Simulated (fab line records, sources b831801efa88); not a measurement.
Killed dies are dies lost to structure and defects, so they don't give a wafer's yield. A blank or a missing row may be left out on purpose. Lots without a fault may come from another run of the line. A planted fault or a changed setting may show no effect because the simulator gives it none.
Problem report in the 8D (eight disciplines) form, filled by code | flow sky130 | the parts of the form that need people (team, actions taken, sign-off) are left out

1. THE PROBLEM
dose_ions_cm2 at SKY_POLY_GATE_IMPLANT_02 reads a mean of 1.2e+16 on 6 wafers of 2 lots; wafers without a fault read 7.7e+15 with a standard deviation of 8.6e+12. That is +99 or more standard deviations from the usual mean.
First seen on wafer L983.2, day 18 01:59, on implanter-01. The record holds 36 wafers of 12 lots with a number at this step. Rule for "out", or "out of limits": more than 4 standard deviations from the usual mean. The other wafers with a number count as sound.

2. WHAT IT IS AND WHAT IT IS NOT
question                    | is                     | is not
which readings at this step | dose_ions_cm2          | -
which lots                  | L983, L987             | L976, L977, L978, L979, L985, L988, L989, L995, L996, L999
which wafers of those lots  | all that have a number | -
read on which tools         | implanter-01           | implanter-02, implanter-03
when                        | from day 18 01:59      | up to then (12 sound wafers); but 18 sound wafers of L985, L988, L989, L995, L996, L999 came after

3. SUSPECTS, AND WHAT RULES EACH OUT
Counting: a tool at a process step up to the reading stays a suspect if it ran every lot that is out and no sound lot after the first of them.
- rtp_anneal-01 at SKY_NWELL_RTA_28 (time 30 s): ruled out as a lasting fault. Sound lots L985, L989, L995, L999 ran on it after its first lot that is out, L983 (day 7 07:22).
- implanter-01 at SKY_POLY_GATE_IMPLANT_02: ruled out as a lasting fault. Sound lots L999 ran on it after its first lot that is out, L983 (day 18 01:59).
Left after counting: nothing in the record.

4. THE CAUSE (what the simulator had put in)
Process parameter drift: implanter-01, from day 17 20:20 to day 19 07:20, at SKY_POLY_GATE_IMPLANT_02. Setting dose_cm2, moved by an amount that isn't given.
Counting ruled it out, wrongly.

5. THE CHAIN OF EFFECTS, in route order
Each row: a reading whose mean over the struck wafers that have a number lies more than 3 standard deviations from the usual. Only readings for which the record gives a usual standard deviation are gone through. hours: the time from each lot's start at the first step in this table that gives one to its start at this step, as a median over the lots. sigmas: the change in usual standard deviations.
hours | step                     | reading                  | usual      | on struck wafers | change   | sigmas
0     | SKY_POLY_GATE_IMPLANT_02 | beam_on_s                | 36 s       | 47               | +11      | +3.5
0     | SKY_POLY_GATE_IMPLANT_02 | dose_ions_cm2            | 7.7e+15    | 1.2e+16          | +4.2e+15 | +99 or more
0     | SKY_RES_PROTECT_STRIP_07 | oes_product_au           | 0.517 a.u. | 0.498            | -0.019   | -4.3
0     | SKY_RES_PROTECT_STRIP_07 | strip_time_to_endpoint_s | 23.30 s    | 24.84            | +1.54    | +43
The process steps in it:
- SKY_POLY_GATE_IMPLANT_02
- SKY_RES_PROTECT_STRIP_07: strips in O2/N2.

6. WHAT WOULD HAVE CAUGHT IT SOONER
In this record the first reading out of limits was taken at day 18 01:59, 6 hours after the fault began at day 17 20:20.
